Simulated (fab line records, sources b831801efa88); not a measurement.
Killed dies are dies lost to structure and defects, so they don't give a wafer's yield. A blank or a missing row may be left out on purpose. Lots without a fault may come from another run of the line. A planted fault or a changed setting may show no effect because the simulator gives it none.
fab line records | flow gf180mcu
record lots=6 wafers=18 last_day=34
route steps=602 shown LVPWELL@58 MVSD@66
lots that met no fault: from a run of the same line without faults
start_h: hours from the record's first day to the start of the lot's first wafer shown | wait_h: hours since the lot's step before | " the same as in the row above | L1.1+2: a row that stands for several wafers | - no value, or no start given | * or withheld: withheld | < > ~ a bound
route shown NAME@n: a module of which the file shows steps, and the number in the route of the first | usual: mean/standard deviation of fault-free wafers | same: alike in all rows | chamber/n: place in a boat | sites: the reading at each site | _std_site: their standard deviation | _edge_site: outer sites' mean less inner sites' | radius_mm: how far each site lies from the wafer's centre | mask NAME#n: copy n | behind: the tool/chamber that last shaped the wafer | hold: why the lot was held/for how many hours/how that ended | device: the transistor (n, p or np) that didn't switch | end of line: the same wafers' tests at the end of the route | a step without rows: its recipe alone | killed: dies lost to structure and defects at the first sort, not the wafer's yield | map: a wafer's dies, x killed, . not, _ none there
set.NAME: the setting as run; set.NAME@STEP: as run at that earlier step | model.NAME: the simulator's own value behind a step, which no gauge read
lots at some steps of the route; a table a step, a row a wafer
services: from which hour (start_h, from the record's first day; less than 0 if before it) a tool's chamber was out of use, for how many hours, and why
## steps
# step GF_LVPWELL_EXPOSE_04
# recipe mask_id=LVPWELL target_cd_nm=600 na=0.6 source_shape=conventional sigma_outer=0.6 dose_mj=260
# step GF_LVPWELL_PEB_05
# recipe temp_c=115 time_s=withheld
# step GF_LVPWELL_DEVELOP_06
# recipe wall_angle_deg=90 develop_time_s=60 dev_temp_c=23
# step GF_LVPWELL_OVL_MEAS_07
# usual LVPWELL_OVL=-0.2/1.3
# columns lot.wafer tool chamber start_h wait_h LVPWELL_OVL[nm]
L470.1 overlay-01 - 77.52 - -1.2
L470.2 " - " " 0.8
L470.6 " - " " -0.9
L473.1 overlay-02 - 92.92 - 0.2
L473.2 " - " " -0.1
L473.6 " - " " -1.3
L474.1 overlay-02 - 103.92 - -0.6
L474.3 " - " " -1.0
L474.4 " - " " -0.6
L476.1 overlay-02 - 109.59 - -1.1
L476.4 " - " " 1.0
L476.5 " - " " -1.0
L484.2 overlay-01 - 153.84 - -0.1
L484.4 " - " " -0.7
L484.5 " - " " -2.2
L492.4 overlay-01 - 199.85 - -1.4
L492.5 " - " " 0.7
L492.6 " - " " 0.3
# step GF_LVPWELL_IMPLANT_08
# recipe species=B energy_kev=170 dose_cm2=1.438e+13 tilt_deg=0
# step GF_LVPWELL_IMPLANT_09
# recipe species=B energy_kev=60 dose_cm2=5e+12 tilt_deg=0
# step GF_LVPWELL_STRIP_10
# recipe chemistry=O2/N2 power_w=1400 pressure_mtorr=1500 platen_temp_c=250 o2_flow_sccm=3000 n2_flow_sccm=300 overash_fraction=0.5
# usual drypump_motor_current_A=5.58/0.068 heater_power_w=302/29 o2_flow_sccm=2999/8.1 oes_product_au=0.723/0.0044 strip_time_to_endpoint_s=37.45/0.097
# columns lot.wafer tool chamber start_h wait_h drypump_motor_current_A heater_power_w o2_flow_sccm oes_product_au rf_hours_counter_h strip_time_to_endpoint_s
L470.1 plasma_asher-03 0 77.86 0.1 5.63 272 3002 0.727 42 37.45
L470.2 " 1 " " 5.64 299 3005 0.730 42 37.36
L470.6 " 1 " " 5.60 307 2987 0.714 - 37.41
L473.1 plasma_asher-03 0 93.26 0.1 5.60 283 3006 0.726 44 37.27
L473.2 " 1 " " 5.61 300 3006 0.726 44 37.25
L473.6 " 1 " " 5.62 307 3015 0.719 - 37.38
L474.1 plasma_asher-01 1 104.26 0.1 5.69 358 3007 0.728 44 37.43
L474.3 " 0 " " 5.51 281 2991 0.721 - 37.38
L474.4 " 1 " " 5.71 358 3015 0.728 - 37.38
L476.1 plasma_asher-01 0 109.92 0.1 5.50 283 2997 0.718 44 37.53
L476.4 " 0 " " 5.50 288 2987 0.727 - 37.55
L476.5 " 1 " " 5.72 360 3003 0.726 - 37.59
L484.2 plasma_asher-04 1 154.17 0.1 5.57 285 2999 0.726 3 37.53
L484.4 " 0 " " 5.46 314 3000 0.721 - 37.50
L484.5 " 0 " " 5.45 309 3005 0.724 - 37.55
L492.4 plasma_asher-01 0 200.20 0.1 5.51 282 3004 0.720 - 37.44
L492.5 " 1 " " 5.67 360 2987 0.720 - 37.36
L492.6 " 0 " " 5.49 285 2997 0.728 - 37.52
# step GF_LVPWELL_TW_MEAS_11
# usual LVPWELL_TW=556/4
# columns lot.wafer tool chamber start_h wait_h LVPWELL_TW
L470.1 film_metro-04 - 77.96 0.1 556
L470.2 " - " " 557
L470.6 " - " " 557
L473.1 film_metro-04 - 93.36 0.1 552
L473.2 " - " " 552
L473.6 " - " " 554
L474.1 film_metro-03 - 104.36 0.1 557
L474.3 " - " " 563
L474.4 " - " " 561
L476.1 film_metro-01 - 110.02 0.1 553
L476.4 " - " " 554
L476.5 " - " " 557
L484.2 film_metro-03 - 154.28 0.1 561
L484.4 " - " " 559
L484.5 " - " " 556
L492.4 film_metro-03 - 200.30 0.1 561
L492.5 " - " " 556
L492.6 " - " " 560
# step GF_MVSD_DEHYDRATE_00
# recipe temp_c=200 time_s=60
# step GF_MVSD_HMDS_01
# recipe prime_time_s=60 prime_temp_c=120
# step GF_MVSD_COAT_02
# recipe spin_rpm=2000 resist_thk_nm=3000
# step GF_MVSD_SOFTBAKE_03
# recipe temp_c=110 time_s=withheld
# step GF_MVSD_EXPOSE_04
# recipe mask_id=MVSD target_cd_nm=1000 na=0.6 source_shape=conventional sigma_outer=0.6 dose_mj=260
# usual exposure_dose_mJ_cm2=260.01/0.23 focus_offset_nm=0.0/0.48 sigma_outer=0.6/0
# columns lot.wafer tool chamber start_h wait_h mask exposure_dose_mJ_cm2 focus_offset_nm sigma_outer
L470.1 iline_stepper-01 0 85.11 - MVSD#0 259.93 0.0 0.6
L470.2 " 0 " " MVSD#0 260.00 0.1 0.6
L470.6 " 0 " " MVSD#0 259.93 -0.8 0.6
L473.1 iline_stepper-01 - 100.69 - MVSD#0 - - -
L473.2 " - " " MVSD#0 - - -
L473.6 " - " " MVSD#0 - - -
L474.1 iline_stepper-02 - 111.46 - MVSD#0 - - -
L474.3 " - " " MVSD#0 - - -
L474.4 " - " " MVSD#0 - - -
L476.1 iline_stepper-02 0 117.75 - MVSD#0 259.88 0.7 0.6
L476.4 " 0 " " MVSD#0 260.43 0.2 0.6
L476.5 " 0 " " MVSD#0 260.24 0.3 0.6
L484.2 iline_stepper-01 0 162.32 - MVSD#0 259.82 0.8 0.6
L484.4 " 0 " " MVSD#0 260.42 0.9 0.6
L484.5 " 0 " " MVSD#0 259.83 0.7 0.6
L492.4 iline_stepper-01 0 209.90 - MVSD#0 260.18 -0.1 0.6
L492.5 " 0 " " MVSD#0 260.15 -0.2 0.6
L492.6 " 0 " " MVSD#0 259.97 0.3 0.6
# step GF_MVSD_PEB_05
# recipe temp_c=115 time_s=withheld
## services
# columns tool chamber start_h hours kind
iline_stepper-01 - 59.65 4.4 pm
iline_stepper-01 - 65.70 11.9 repair
iline_stepper-02 - 93.82 12.2 repair
iline_stepper-02 0 100.88 - calibration
iline_stepper-02 - 106.04 1.7 pm
plasma_asher-04 - 108.75 9.0 pm
plasma_asher-04 0 108.75 9.0 vent_cycle
plasma_asher-04 1 108.75 9.0 vent_cycle
plasma_asher-04 0 117.75 - clean
plasma_asher-04 1 117.75 - clean
plasma_asher-01 - 120.19 0.3 repair
iline_stepper-01 0 126.79 - calibration
## key
first_sign step=GF_MVSD_EXPOSE_04 reading=tool_record direction=missing
effect none on later readings
met_at GF_MVSD_EXPOSE_04
struck_wafers L473.1,L473.2,L473.6,L474.1,L474.3,L474.4
sort_left_out L473.1,L473.2,L473.6,L474.1,L474.3,L474.4
tester_left_out L473,L474
onset_between 85.11 100.69
fault kind=skipped_step_whole tool=iline_stepper-01,iline_stepper-02 chamber=- onset_h=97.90 steps=GF_MVSD_EXPOSE_04 scope=struck_lots_only
# tester_left_out: of these lots the tester's yield and bins aren't shown, on N5 and GAA mostly nor the transistor test; their killed dies are dies lost to structure and defects alone, not to doping, threshold or leakage, so they don't give the yield
# sort_left_out: the simulated sort isn't trusted on such a fault, so these wafers' sort isn't shown, and their yield isn't known
